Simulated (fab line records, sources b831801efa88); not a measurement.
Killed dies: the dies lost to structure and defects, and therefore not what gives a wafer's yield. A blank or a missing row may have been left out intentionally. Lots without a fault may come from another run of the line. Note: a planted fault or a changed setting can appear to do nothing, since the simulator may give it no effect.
fab line records | flow gf180mcu
[record] lots = 15 | wafers = 45 | lastDay = 34
route steps=602 shown M1@317 V1@340
lots that met no fault: taken from a fault-free run of the same line
startH: hours from the record's first day to the start of the lot's first wafer shown | waitH: hours elapsed since this lot's preceding step | " repeats the value in the row above | L1.1+2: several wafers, shown together as one row | - either no value or no given start | * or withheld: withheld | < > ~ a bound
route shown NAME@n: a module of which the file shows steps, and the number in the route of the first | usual: mean/standard deviation taken from wafers without a fault | same: alike in all rows | chamber/n: place in a boat | sites: per-site readings | _std_site: standard deviation across them | _edge_site: the outer-site mean with the inner-site mean subtracted | radiusMm: how far each site lies from the wafer's centre | mask NAME#n: copy n | behind: tool/chamber where the wafer was last shaped | hold: cause of the lot's hold/its duration in hours/its outcome | device: which transistor (n, p or np) failed to switch | end of line: at the end of the route, the tests of the same wafers | a step given without rows: its recipe and nothing more | killed: not the wafer's yield, but the dies lost to structure and defects at the first sort | map: dies across one wafer; x = killed, . = not, _ = none there
set.NAME: the setting the step ran with; set.NAME@STEP: the setting that earlier step ran with | model.NAME: the simulator's own value behind a step, which no gauge read
one table for each step of the route and one row for each wafer, over a sample of lots
services: when a tool's chamber went out of use (startH, in hours from the record's first day, below 0 if earlier), for how many hours, and the reason
[[steps]]
[step GF_M1_SPUTTER_02]
[recipe] material = AlCu | targetThkNm = 450 | powerW = 10600 | timeS = 23.9 | chamberPressurePa = 0.4
[usual] throttleValvePct = 30.1/1
lot.wafer | tool          | chamber | startH | waitH | throttleValvePct
L555.1    | pvdSputter-01 | -       | 372.81 | 0.0   | 29.5
L555.3    | "             | -       | "      | "     | 30.3
L555.5    | "             | -       | "      | "     | 29.6
L556.1    | pvdSputter-03 | -       | 380.02 | 0.0   | 28.6
L556.2    | "             | -       | "      | "     | 30.8
L556.4    | "             | -       | "      | "     | 31.2
L557.3    | pvdSputter-01 | -       | 387.33 | 0.0   | 30.5
L557.5    | "             | -       | "      | "     | 29.3
L557.6    | "             | -       | "      | "     | 30.4
L558.1    | pvdSputter-04 | -       | 394.31 | 0.0   | 28.8
L558.5    | "             | -       | "      | "     | 28.8
L558.6    | "             | -       | "      | "     | 30.0
L559.2    | pvdSputter-03 | -       | 397.42 | 0.0   | 29.4
L559.5    | "             | -       | "      | "     | 29.5
L559.6    | "             | -       | "      | "     | 30.4
L560.1    | pvdSputter-04 | -       | 413.58 | 0.0   | 28.9
L560.3    | "             | -       | "      | "     | 30.7
L560.4    | "             | -       | "      | "     | 29.9
L561.3    | pvdSputter-04 | -       | 416.05 | 0.0   | 32.5
L561.4    | "             | -       | "      | "     | 30.8
L561.5    | "             | -       | "      | "     | 30.6
L562.1    | pvdSputter-01 | -       | 427.77 | 0.0   | 30.5
L562.2    | "             | -       | "      | "     | 29.5
L562.6    | "             | -       | "      | "     | 29.7
L568.2    | pvdSputter-04 | -       | 484.72 | 0.0   | 29.0
L568.5    | "             | -       | "      | "     | 29.1
L568.6    | "             | -       | "      | "     | 30.0
L569.2    | pvdSputter-01 | -       | 489.47 | 0.0   | 30.5
L569.3    | "             | -       | "      | "     | 29.7
L569.5    | "             | -       | "      | "     | 30.6
L572.1    | pvdSputter-01 | -       | 512.06 | 0.0   | 30.5
L572.2    | "             | -       | "      | "     | 29.5
L572.6    | "             | -       | "      | "     | 29.6
L573.3    | pvdSputter-03 | -       | 520.43 | 0.0   | 29.6
L573.4    | "             | -       | "      | "     | 29.9
L573.6    | "             | -       | "      | "     | 31.5
L574.3    | pvdSputter-03 | -       | 529.99 | 0.0   | 31.4
L574.4    | "             | -       | "      | "     | 30.8
L574.5    | "             | -       | "      | "     | 29.6
L575.2    | pvdSputter-04 | -       | 538.35 | 0.0   | 32.8
L575.3    | "             | -       | "      | "     | 28.9
L575.5    | "             | -       | "      | "     | 30.1
L576.1    | pvdSputter-01 | -       | 544.00 | 0.0   | 30.3
L576.3    | "             | -       | "      | "     | 30.5
L576.6    | "             | -       | "      | "     | 30.6
[step GF_M1_PEB_12]
[recipe] pebTempC = 135 | pebTimeS = 90 | resist = KrF
[usual] chillPlateTempC = 22.98/0.11 | exhaustPa = 44.9/0.86
lot.wafer | tool          | chamber | startH | waitH | chillPlateTempC | exhaustPa
L555.1    | lithoTrack-01 | 0       | 394.90 | -     | 23.08           | 45.8
L555.3    | "             | 0       | "      | "     | 22.87           | 45.2
L555.5    | "             | 0       | "      | "     | 22.94           | 45.8
L556.1    | lithoTrack-03 | 0       | 402.90 | -     | 23.10           | 45.5
L556.2    | "             | 0       | "      | "     | 23.12           | 45.1
L556.4    | "             | 0       | "      | "     | 23.14           | 46.6
L557.3    | lithoTrack-03 | 0       | 410.31 | -     | 23.00           | 45.9
L557.5    | "             | 0       | "      | "     | 23.04           | 45.9
L557.6    | "             | 0       | "      | "     | 22.95           | 46.1
L558.1    | lithoTrack-02 | 0       | 417.79 | -     | 23.16           | 44.4
L558.5    | "             | 0       | "      | "     | 23.01           | 46.1
L558.6    | "             | 0       | "      | "     | 23.03           | 44.6
L559.2    | lithoTrack-02 | 0       | 420.62 | -     | 23.03           | 45.4
L559.5    | "             | 0       | "      | "     | 23.06           | 44.2
L559.6    | "             | 0       | "      | "     | 22.90           | 44.8
L560.1    | lithoTrack-02 | -       | 437.94 | -     | -               | -
L560.3    | "             | -       | "      | "     | -               | -
L560.4    | "             | -       | "      | "     | -               | -
L561.3    | lithoTrack-01 | -       | 439.37 | -     | -               | -
L561.4    | "             | -       | "      | "     | -               | -
L561.5    | "             | -       | "      | "     | -               | -
L562.1    | lithoTrack-02 | -       | 452.04 | -     | -               | -
L562.2    | "             | -       | "      | "     | -               | -
L562.6    | "             | -       | "      | "     | -               | -
L568.2    | lithoTrack-02 | 0       | 507.62 | -     | 22.95           | 44.5
L568.5    | "             | 0       | "      | "     | 22.87           | 45.0
L568.6    | "             | 0       | "      | "     | 22.87           | 44.1
L569.2    | lithoTrack-01 | 0       | 512.53 | -     | 23.09           | 43.3
L569.3    | "             | 0       | "      | "     | 22.93           | 43.4
L569.5    | "             | 0       | "      | "     | 22.82           | 43.2
L572.1    | lithoTrack-01 | 0       | 534.55 | -     | 22.91           | 43.7
L572.2    | "             | 0       | "      | "     | 22.94           | 43.6
L572.6    | "             | 0       | "      | "     | 22.87           | 45.4
L573.3    | lithoTrack-01 | 0       | 543.42 | -     | 23.11           | 43.8
L573.4    | "             | 0       | "      | "     | 22.95           | 44.8
L573.6    | "             | 0       | "      | "     | 22.98           | 44.6
L574.3    | lithoTrack-02 | 0       | 551.45 | -     | 22.97           | 45.1
L574.4    | "             | 0       | "      | "     | 23.04           | 45.9
L574.5    | "             | 0       | "      | "     | 22.88           | 46.7
L575.2    | lithoTrack-01 | 0       | 561.08 | -     | 23.18           | 44.0
L575.3    | "             | 0       | "      | "     | 23.16           | 43.7
L575.5    | "             | 0       | "      | "     | 22.98           | 42.6
L576.1    | lithoTrack-01 | 0       | 565.75 | -     | 23.05           | 44.7
L576.3    | "             | 0       | "      | "     | 23.03           | 44.7
L576.6    | "             | 0       | "      | "     | 22.98           | 45.7
[step GF_M1_STRIP_17]
[recipe] chemistry = O2/N2 | powerW = 1400 | pressureMtorr = 1500 | platenTempC = 250 | o2FlowSccm = 3000 | n2FlowSccm = 300 | overashFraction = 0.5
[usual] drypumpMotorCurrentA = 5.9/0.37 | heaterPowerW = 352/34 | n2FlowSccm = 300.0/0.85 | oesProductAu = 0.537/0.005 | stripTimeToEndpointS = 7.37/0.064
lot.wafer | tool           | chamber | startH | waitH | drypumpMotorCurrentA | heaterPowerW | n2FlowSccm | oesProductAu | rfHoursCounterH | stripTimeToEndpointS
L555.1    | plasmaAsher-02 | 1       | 395.54 | 0.1   | 5.7                  | 324          | 300.2      | 0.534        | 77              | 7.47
L555.3    | "              | 1       | "      | "     | 5.7                  | 323          | 299.9      | 0.548        | -               | 7.44
L555.5    | "              | 1       | "      | "     | 5.8                  | 325          | 299.8      | 0.539        | -               | 7.37
L556.1    | plasmaAsher-01 | 0       | 403.53 | 0.1   | 6.4                  | 377          | 300.6      | 0.548        | 30              | 7.41
L556.2    | "              | 1       | "      | "     | 5.6                  | 329          | 300.5      | 0.541        | 30              | 7.42
L556.4    | "              | 1       | "      | "     | 5.6                  | 332          | 299.8      | 0.542        | -               | 7.43
L557.3    | plasmaAsher-04 | 0       | 410.91 | 0.1   | 6.2                  | 390          | 299.6      | 0.535        | -               | 7.36
L557.5    | "              | 0       | "      | "     | 6.3                  | 388          | 299.7      | 0.541        | -               | 7.34
L557.6    | "              | 1       | "      | "     | 5.5                  | 297          | 300.6      | 0.532        | -               | 7.24
L558.1    | plasmaAsher-01 | 1       | 418.42 | 0.1   | 5.6                  | 323          | 299.5      | 0.529        | 32              | 7.35
L558.5    | "              | 0       | "      | "     | 6.4                  | 377          | 299.4      | 0.536        | -               | 7.34
L558.6    | "              | 1       | "      | "     | 5.6                  | 320          | 299.4      | 0.536        | -               | 7.36
L559.2    | plasmaAsher-01 | 1       | 421.22 | 0.1   | 5.6                  | 327          | 299.3      | 0.538        | 32              | 7.34
L559.5    | "              | 0       | "      | "     | 6.4                  | 379          | 300.6      | 0.535        | -               | 7.33
L559.6    | "              | 1       | "      | "     | 5.6                  | 322          | 300.0      | 0.537        | -               | 7.34
L560.1    | plasmaAsher-02 | 1       | 438.57 | 0.1   | 5.7                  | 325          | 299.9      | 0.525        | 1               | 7.27
L560.3    | "              | 0       | "      | "     | 5.8                  | 404          | 299.4      | 0.548        | -               | 7.45
L560.4    | "              | 1       | "      | "     | 5.8                  | 329          | 298.2      | 0.536        | -               | 7.29
L561.3    | plasmaAsher-04 | 1       | 439.97 | 0.1   | 5.5                  | 300          | 300.1      | 0.534        | -               | 7.32
L561.4    | "              | 0       | "      | "     | 6.3                  | 397          | 299.3      | 0.538        | -               | 7.42
L561.5    | "              | 1       | "      | "     | 5.5                  | 293          | 299.4      | 0.545        | -               | 7.36
L562.1    | plasmaAsher-01 | 1       | 452.80 | 0.2   | 5.6                  | 319          | 299.8      | 0.538        | 36              | 7.37
L562.2    | "              | 0       | "      | "     | 6.4                  | 374          | 299.8      | 0.526        | 36              | 7.34
L562.6    | "              | 1       | "      | "     | 5.6                  | 326          | 299.4      | 0.530        | -               | 7.37
L568.2    | plasmaAsher-01 | 0       | 508.22 | 0.1   | 6.4                  | 374          | 300.6      | 0.544        | 40              | 7.39
L568.5    | "              | 0       | "      | "     | 6.4                  | 377          | 300.4      | 0.529        | -               | 7.34
L568.6    | "              | 1       | "      | "     | 5.6                  | 332          | 297.9      | 0.546        | -               | 7.46
L569.2    | plasmaAsher-01 | 0       | 513.14 | 0.1   | 6.4                  | 374          | 300.8      | 0.531        | 41              | 7.38
L569.3    | "              | 1       | "      | "     | 5.6                  | 324          | 301.1      | 0.526        | -               | 7.24
L569.5    | "              | 1       | "      | "     | 5.6                  | 339          | 299.5      | 0.541        | -               | 7.42
L572.1    | plasmaAsher-02 | 0       | 535.19 | 0.1   | 5.8                  | 398          | 301.3      | 0.536        | 7               | 7.44
L572.2    | "              | 1       | "      | "     | 5.8                  | 325          | 300.3      | 0.537        | 7               | 7.33
L572.6    | "              | 0       | "      | "     | 5.8                  | 397          | 301.0      | 0.533        | -               | 7.31
L573.3    | plasmaAsher-01 | 1       | 544.08 | 0.1   | 5.6                  | 324          | 300.2      | 0.539        | -               | 7.43
L573.4    | "              | 0       | "      | "     | 6.4                  | 366          | 299.8      | 0.529        | -               | 7.31
L573.6    | "              | 1       | "      | "     | 5.5                  | 323          | 300.6      | 0.539        | -               | 7.36
L574.3    | plasmaAsher-01 | 1       | 552.18 | 0.2   | 5.6                  | 323          | 300.6      | 0.543        | -               | 7.46
L574.4    | "              | 0       | "      | "     | 6.4                  | 373          | 299.5      | 0.541        | -               | 7.42
L574.5    | "              | 0       | "      | "     | 6.4                  | 383          | 300.7      | 0.538        | -               | 7.42
L575.2    | plasmaAsher-01 | 0       | 561.69 | 0.1   | 6.4                  | 380          | 301.6      | 0.534        | 46              | 7.47
L575.3    | "              | 0       | "      | "     | 6.4                  | 376          | 301.5      | 0.541        | -               | 7.51
L575.5    | "              | 0       | "      | "     | 6.4                  | 382          | 300.6      | 0.543        | -               | 7.40
L576.1    | plasmaAsher-02 | 0       | 566.39 | 0.1   | 5.8                  | 394          | 302.1      | 0.536        | 10              | 7.41
L576.3    | "              | 1       | "      | "     | 5.7                  | 334          | 299.8      | 0.539        | -               | 7.29
L576.6    | "              | 1       | "      | "     | 5.8                  | 330          | 301.4      | 0.545        | -               | 7.43
[step GF_V1_BOW_MEAS_05]
[recipe] mode = bow
[usual] V1_BOW = 81/7
lot.wafer | tool         | chamber | startH | waitH | V1_BOW[um]
L555.1    | filmMetro-01 | -       | 396.64 | 0.2   | 84
L555.3    | "            | -       | "      | "     | 76
L555.5    | "            | -       | "      | "     | 88
L556.1    | filmMetro-02 | -       | 404.63 | 0.2   | 88
L556.2    | "            | -       | "      | "     | 82
L556.4    | "            | -       | "      | "     | 87
L557.3    | filmMetro-03 | -       | 412.08 | 0.2   | 70
L557.5    | "            | -       | "      | "     | 92
L557.6    | "            | -       | "      | "     | 84
L558.1    | filmMetro-02 | -       | 419.52 | 0.2   | 85
L558.5    | "            | -       | "      | "     | 78
L558.6    | "            | -       | "      | "     | 76
L559.2    | filmMetro-02 | -       | 422.38 | 0.2   | 87
L559.5    | "            | -       | "      | "     | 79
L559.6    | "            | -       | "      | "     | 93
L568.2    | filmMetro-01 | -       | 509.33 | 0.2   | 93
L568.5    | "            | -       | "      | "     | 87
L568.6    | "            | -       | "      | "     | 73
L569.2    | filmMetro-01 | -       | 514.25 | 0.2   | 88
L569.3    | "            | -       | "      | "     | 81
L569.5    | "            | -       | "      | "     | 83
L572.1    | filmMetro-02 | -       | 536.28 | 0.2   | 74
L572.2    | "            | -       | "      | "     | 74
L572.6    | "            | -       | "      | "     | 75
L573.3    | filmMetro-01 | -       | 545.18 | 0.3   | 71
L573.4    | "            | -       | "      | "     | 81
L573.6    | "            | -       | "      | "     | 74
L574.3    | filmMetro-02 | -       | 553.28 | 0.3   | 79
L574.4    | "            | -       | "      | "     | 81
L574.5    | "            | -       | "      | "     | 80
L575.2    | filmMetro-03 | -       | 562.80 | 0.3   | 84
L575.3    | "            | -       | "      | "     | 85
L575.5    | "            | -       | "      | "     | 75
L576.1    | filmMetro-02 | -       | 567.51 | 0.1   | 94
L576.3    | "            | -       | "      | "     | 88
L576.6    | "            | -       | "      | "     | 88
[[services]]
tool           | chamber | startH | hours | kind
plasmaAsher-02 | -       | 421.25 | 9.0   | pm
plasmaAsher-02 | 0       | 421.25 | 9.0   | ventCycle
plasmaAsher-02 | 1       | 421.25 | 9.0   | ventCycle
pvdSputter-01  | -       | 425.82 | 1.4   | repair
plasmaAsher-02 | 0       | 430.25 | -     | clean
plasmaAsher-02 | 1       | 430.25 | -     | clean
plasmaAsher-02 | -       | 438.91 | 5.5   | repair
plasmaAsher-01 | -       | 463.43 | 2.4   | repair
plasmaAsher-02 | -       | 486.42 | 23.9  | repair
plasmaAsher-01 | -       | 486.74 | 14.6  | pm
plasmaAsher-04 | -       | 501.34 | 2.8   | pm
plasmaAsher-01 | -       | 501.90 | 1.9   | repair
plasmaAsher-02 | -       | 510.35 | 15.6  | pm
lithoTrack-02  | -       | 522.19 | -     | consumableReplace:filter
pvdSputter-04  | -       | 541.57 | 3.5   | repair
pvdSputter-03  | -       | 549.36 | 12.6  | repair
[[key]]
[firstSign] step = GF_M1_PEB_12 | reading = toolRecord | direction = missing
effect none on later readings
metAt GF_M1_PEB_12
struckLots L560,L561,L562
laterRowsLeftOut L560.1,L560.3,L560.4,L561.3,L561.4,L561.5,L562.1,L562.2,L562.6
sortLeftOut L560.1,L560.3,L560.4,L561.3,L561.4,L561.5,L562.1,L562.2,L562.6
notActingAt GF_M1_SPUTTER_02,GF_M1_STRIP_17,GF_V1_BOW_MEAS_05
onsetBetween 420.62 437.94
[fault] kind = skippedStepWhole | tool = lithoTrack-01,lithoTrack-02 | chamber = - | onsetH = 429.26 | steps = GF_M1_PEB_12 | scope = struckLotsOnly
// sortLeftOut: the simulated sort isn't trusted on such a fault, so these wafers' sort isn't shown, and their yield isn't known
// laterRowsLeftOut: the simulator's readings of these wafers behind a module that went badly wrong aren't trusted and aren't shown, but for the sort
